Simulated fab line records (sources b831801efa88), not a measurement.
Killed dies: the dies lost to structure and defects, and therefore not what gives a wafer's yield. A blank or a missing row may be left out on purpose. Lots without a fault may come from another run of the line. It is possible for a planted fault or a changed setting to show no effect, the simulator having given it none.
Which of the tools did it? || flow sky130 || route of 708 steps, sampled at 1 step: 7 lots, 21 wafers

WHAT THE GAUGES SHOWED, per wafer
SKY_VT_ADJUST_PCH_TW_MEAS_10.
{"lot": "L552", "measured": "day 10 13:11", "on": "film_metro-03", "VT_ADJUST_PCH_TW": "143.0 143.6 144.6"}
{"lot": "L554", "measured": "day 11 08:11", "on": "film_metro-04", "VT_ADJUST_PCH_TW": "142.5 142.9 143.3"}
{"lot": "L556", "measured": "day 11 16:15", "on": "film_metro-03", "VT_ADJUST_PCH_TW": "144.3 142.7 143.2"}
{"lot": "L559", "measured": "day 13 18:22", "on": "film_metro-01", "VT_ADJUST_PCH_TW": "142.9 142.6 143.6"}
{"lot": "L567", "measured": "day 16 00:17", "on": "film_metro-04", "VT_ADJUST_PCH_TW": "142.6 143.4 142.3"}
{"lot": "L571", "measured": "day 17 02:49", "on": "film_metro-03", "VT_ADJUST_PCH_TW": "144.0 143.8 144.2"}
{"lot": "L574", "measured": "day 17 14:19", "on": "film_metro-03", "VT_ADJUST_PCH_TW": "145.2 144.9 143.9"}

TOOL THAT RAN EACH LOT (tool first, then ch and the chambers of the sampled wafers, then the start)
The record holds no process step before these readings.

THE ANSWER, worked out from the rows above alone
Rule: what is usual is taken from the lots themselves. Put in order of their means at a reading, lots are off if they are a third of the lots or fewer, leave a main group of 4 or more, and stand apart from it by a gap of 3 or more times the standard deviation of the main group's means; of several such gaps the widest counts. A main group whose means are all the same, to the digits that the tables above print for the reading, isn't used. Also off: a lot with no number at a reading for which 4 or more lots have one. The other lots that the step has rows for count as sound.
Nothing can be told from this: no lot is off at any reading shown.

WHAT THE SIMULATOR PUT IN
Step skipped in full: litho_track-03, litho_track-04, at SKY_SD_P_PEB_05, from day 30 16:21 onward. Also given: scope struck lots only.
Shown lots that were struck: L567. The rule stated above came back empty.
